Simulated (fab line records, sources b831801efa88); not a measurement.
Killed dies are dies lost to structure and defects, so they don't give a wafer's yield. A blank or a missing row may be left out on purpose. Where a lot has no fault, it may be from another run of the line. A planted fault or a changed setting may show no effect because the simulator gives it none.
A lot that was struck, set against a sound lot    flow sky130    14 steps out of a route of 708
Sound: wafers L916.1, L916.3, L916.5. Wafers struck: L930.1, L930.2, L930.6. The cause comes at the end.
Order at every step that has rows: each side's tool, ch and its chambers, its first start. Under that, the readings that differ: sound wafers    struck wafers    difference of the means    sigmas: that difference in standard deviations of wafers without a fault.
alike: same words and numbers on both sides, and readings whose means sit less than 2 such deviations apart. not compared: any withheld reading, any reading some wafer has no value for, any bound like >300 that may hide the same value, and any number with overlapping values for which the record gives no deviation.
Wherever a step has rows on one side only, a row that says differs or no value, or a row with sigmas, the two part there. Numbers that have no deviation but don't overlap get no sigmas and don't part them. A reading that every wafer of one side lacks parts them only if that side has two wafers or more.

SKY_NWELL_TW_MEAS_26:
  struck on filmMetro-02, day 10 07:47; sound on filmMetro-04, day 6 06:52
reading     sound        struck       difference  sigmas
NWELL_2_TW  500 495 496  491 491 489  -7          -2
then, 1 step without rows for these wafers: SKY_NWELL_CLEAN_27 (cleans in SC1/SC2, time 150 s).
SKY_NWELL_RTA_28: time 30 s.
  sound on rtpAnneal-01 ch 0, day 6 06:58; struck on rtpAnneal-01 ch 0, day 10 07:54
  alike: lampPowerPct, wafer_temp_C_max
SKY_NWELL_RS_MEAS_29: a four-point-probe measurement.
  struck on filmMetro-02, day 10 08:00; sound on filmMetro-03, day 6 07:04
  alike: NWELL_RS
SKY_NWELL_RS_MEAS_31: a four-point-probe measurement.
  struck on filmMetro-02, day 10 08:14; sound on filmMetro-03, day 6 07:19
  alike: PWDE_RS
then, 6 steps without rows for these wafers: SKY_VT_ADJUST_HVTP_DEHYDRATE_00 (time 60 s); SKY_VT_ADJUST_HVTP_HMDS_01 (prime time 60 s); SKY_VT_ADJUST_HVTP_COAT_02 (resist thk 1140 nm); SKY_VT_ADJUST_HVTP_SOFTBAKE_03 (time 60 s); SKY_VT_ADJUST_HVTP_EXPOSE_04 (exposes mask HVTPM, target cd 380 nm); SKY_VT_ADJUST_HVTP_PEB_05.
SKY_VT_ADJUST_HVTP_DEVELOP_06: develop time 60 s.
  sound on lithoTrack-02 ch 0, day 7 01:46; struck on lithoTrack-04 ch 0, day 11 06:24
reading             sound              struck             difference  sigmas
developerTempC (C)  22.91 23.20 23.05  25.33 25.26 25.27  +2.23       +20
  alike: chillPlateTempC
SKY_VT_ADJUST_HVTP_CD_MEAS_07: the cd target is 380 nm.
  struck on cdSem-01, day 11 06:33; sound on cdSem-02, day 7 01:55
reading    sound              struck             difference  sigmas
cdNm (nm)  381.8 380.4 379.9  376.2 373.0 373.9  -6.3        -2
then, 1 step without rows for these wafers: SKY_PAD_OPEN_PROBE_99.

== WHERE THEY PART ==
At SKY_NWELL_TW_MEAS_26 first; at SKY_VT_ADJUST_HVTP_CD_MEAS_07 last (within this record only).

WHY: the cause the simulator had injected
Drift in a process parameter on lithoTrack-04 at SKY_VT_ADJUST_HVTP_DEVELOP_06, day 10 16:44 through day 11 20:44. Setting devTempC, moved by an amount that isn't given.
